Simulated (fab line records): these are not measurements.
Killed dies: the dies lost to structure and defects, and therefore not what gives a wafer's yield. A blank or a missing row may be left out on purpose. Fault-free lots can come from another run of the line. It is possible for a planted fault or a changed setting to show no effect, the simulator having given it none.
Check of tool commonality :: flow gf180mcu :: 13 lots and 39 wafers in the sample

== THE REASON FOR OPENING IT ==
3 of 13 lots carry a flag on the reading CONTACT_CVD_00_THK at GF_CONTACT_THK_MEAS_01. No-fault wafers: 301 nm, standard deviation 3.
Rule: a lot is flagged in two cases, either no wafer of it has a number, or all its wafers with numbers fall more than 4 standard deviations from that mean. All remaining lots are regarded as sound.

lot: L158
measured: day 16 04:34
on: film-metro-04
CONTACT_CVD_00_THK (nm), wafer by wafer: 300 301 301
flag: 

lot: L159
measured: day 16 12:43
on: film-metro-03
CONTACT_CVD_00_THK (nm), wafer by wafer: 294 298 297
flag: 

lot: L163
measured: day 18 03:40
on: film-metro-02
CONTACT_CVD_00_THK (nm), wafer by wafer: 453 455 456
flag: FLAGGED

lot: L164
measured: day 18 10:56
on: film-metro-03
CONTACT_CVD_00_THK (nm), wafer by wafer: 454 454 455
flag: FLAGGED

lot: L165
measured: day 19 02:10
on: film-metro-02
CONTACT_CVD_00_THK (nm), wafer by wafer: 296 297 297
flag: 

lot: L166
measured: day 19 02:40
on: film-metro-04
CONTACT_CVD_00_THK (nm), wafer by wafer: 450 456 454
flag: FLAGGED

lot: L170
measured: day 20 15:46
on: film-metro-02
CONTACT_CVD_00_THK (nm), wafer by wafer: 307 302 303
flag: 

lot: L171
measured: day 21 00:52
on: film-metro-03
CONTACT_CVD_00_THK (nm), wafer by wafer: 301 302 303
flag: 

lot: L173
measured: day 21 19:28
on: film-metro-03
CONTACT_CVD_00_THK (nm), wafer by wafer: 296 299 297
flag: 

lot: L174
measured: day 22 00:33
on: film-metro-03
CONTACT_CVD_00_THK (nm), wafer by wafer: 302 305 301
flag: 

lot: L175
measured: day 22 08:52
on: film-metro-02
CONTACT_CVD_00_THK (nm), wafer by wafer: 298 300 296
flag: 

lot: L176
measured: day 22 15:02
on: film-metro-03
CONTACT_CVD_00_THK (nm), wafer by wafer: 301 301 301
flag: 

lot: L178
measured: day 23 04:55
on: film-metro-02
CONTACT_CVD_00_THK (nm), wafer by wafer: 298 300 295
flag: 
The mean of the flagged lots' numbers is 454 nm, +153 nm from the usual (+51 standard deviations).

== WHICH TOOL RAN EACH LOT ==
2 process steps preceding the reading are held in the record, out of 602 steps in the route. Read each cell as the tool, then ch plus the chambers that the sampled wafers visited, then the start.
lot: L158
flag: 
GF_SALICIDE_SPUTTER_03: pvd-sputter-02, day 16 04:00
GF_CONTACT_CVD_00: hdpcvd-01 ch 0,1, day 16 04:30

lot: L159
flag: 
GF_SALICIDE_SPUTTER_03: pvd-sputter-04, day 16 12:08
GF_CONTACT_CVD_00: hdpcvd-01 ch 0,1, day 16 12:38

lot: L163
flag: FLAGGED
GF_SALICIDE_SPUTTER_03: pvd-sputter-01, day 18 03:05
GF_CONTACT_CVD_00: hdpcvd-01 ch 0,1,2, day 18 03:37

lot: L164
flag: FLAGGED
GF_SALICIDE_SPUTTER_03: pvd-sputter-02, day 18 10:23
GF_CONTACT_CVD_00: hdpcvd-01 ch 1,2, day 18 10:54

lot: L165
flag: 
GF_SALICIDE_SPUTTER_03: pvd-sputter-01, day 19 01:36
GF_CONTACT_CVD_00: hdpcvd-02 ch 0,1,2, day 19 02:06

lot: L166
flag: FLAGGED
GF_SALICIDE_SPUTTER_03: pvd-sputter-02, day 19 02:07
GF_CONTACT_CVD_00: hdpcvd-01 ch 0,1, day 19 02:37

lot: L170
flag: 
GF_SALICIDE_SPUTTER_03: pvd-sputter-04, day 20 15:06
GF_CONTACT_CVD_00: hdpcvd-02 ch 0,1,2, day 20 15:43

lot: L171
flag: 
GF_SALICIDE_SPUTTER_03: pvd-sputter-01, day 21 00:17
GF_CONTACT_CVD_00: hdpcvd-02 ch 0,2, day 21 00:49

lot: L173
flag: 
GF_SALICIDE_SPUTTER_03: pvd-sputter-04, day 21 18:55
GF_CONTACT_CVD_00: hdpcvd-01 ch 0,1,2, day 21 19:25

lot: L174
flag: 
GF_SALICIDE_SPUTTER_03: pvd-sputter-01, day 21 23:54
GF_CONTACT_CVD_00: hdpcvd-01 ch 0,2, day 22 00:29

lot: L175
flag: 
GF_SALICIDE_SPUTTER_03: pvd-sputter-01, day 22 08:19
GF_CONTACT_CVD_00: hdpcvd-01 ch 0,2, day 22 08:49

lot: L176
flag: 
GF_SALICIDE_SPUTTER_03: pvd-sputter-01, day 22 14:28
GF_CONTACT_CVD_00: hdpcvd-01 ch 0,1,2, day 22 14:58

lot: L178
flag: 
GF_SALICIDE_SPUTTER_03: pvd-sputter-04, day 23 04:21
GF_CONTACT_CVD_00: hdpcvd-01 ch 0,1,2, day 23 04:52
What the steps here do:
- GF_SALICIDE_SPUTTER_03: material TiN, target thk 20 nm, time 16.7 s.
- GF_CONTACT_CVD_00: deposits SiO2, target thk 300 nm, time 50 s.
- GF_CONTACT_THK_MEAS_01

== FLAGGED OVER TOTAL, TOOL BY TOOL (the gauges that took the reading come last) ==
step: GF_SALICIDE_SPUTTER_03
tool: pvd-sputter-01
lots run: 6
flagged: 1
share of the flagged lots: some
sound lots run after its first flagged lot: 5 (L165,L171,L174,L175,L176)

step: GF_SALICIDE_SPUTTER_03
tool: pvd-sputter-02
lots run: 3
flagged: 2
share of the flagged lots: some
sound lots run after its first flagged lot: 0

step: GF_SALICIDE_SPUTTER_03
tool: pvd-sputter-04
lots run: 4
flagged: 0
share of the flagged lots: none
sound lots run after its first flagged lot: -

step: GF_CONTACT_CVD_00
tool: hdpcvd-01
lots run: 10
flagged: 3
share of the flagged lots: all
sound lots run after its first flagged lot: 5 (L173,L174,L175,L176,L178)

step: GF_CONTACT_CVD_00
tool: hdpcvd-02
lots run: 3
flagged: 0
share of the flagged lots: none
sound lots run after its first flagged lot: -

step: GF_CONTACT_THK_MEAS_01
tool: film-metro-02
lots run: 5
flagged: 1
share of the flagged lots: some
sound lots run after its first flagged lot: 4 (L165,L170,L175,L178)

step: GF_CONTACT_THK_MEAS_01
tool: film-metro-03
lots run: 6
flagged: 1
share of the flagged lots: some
sound lots run after its first flagged lot: 4 (L171,L173,L174,L176)

step: GF_CONTACT_THK_MEAS_01
tool: film-metro-04
lots run: 2
flagged: 1
share of the flagged lots: some
sound lots run after its first flagged lot: 0

== WHAT THE TABLE ALLOWS ==
Rows of the table that ran each flagged lot: 1, that is hdpcvd-01 at GF_CONTACT_CVD_00.
- hdpcvd-01 at GF_CONTACT_CVD_00: 3 of its 10 lots flagged. Lots that were sound ran on it after the first flagged one (L173, L174, L175, L176, L178); a persistent fault on the entire tool would not allow that. Its own readings (sih4-flow-sccm) fall more than 4 standard deviations out on all wafers of the flagged lots.
None of the table's rows ran every flagged lot and, after the first, no sound lot.

== WHAT HAD BEEN PUT IN BY THE SIMULATOR ==
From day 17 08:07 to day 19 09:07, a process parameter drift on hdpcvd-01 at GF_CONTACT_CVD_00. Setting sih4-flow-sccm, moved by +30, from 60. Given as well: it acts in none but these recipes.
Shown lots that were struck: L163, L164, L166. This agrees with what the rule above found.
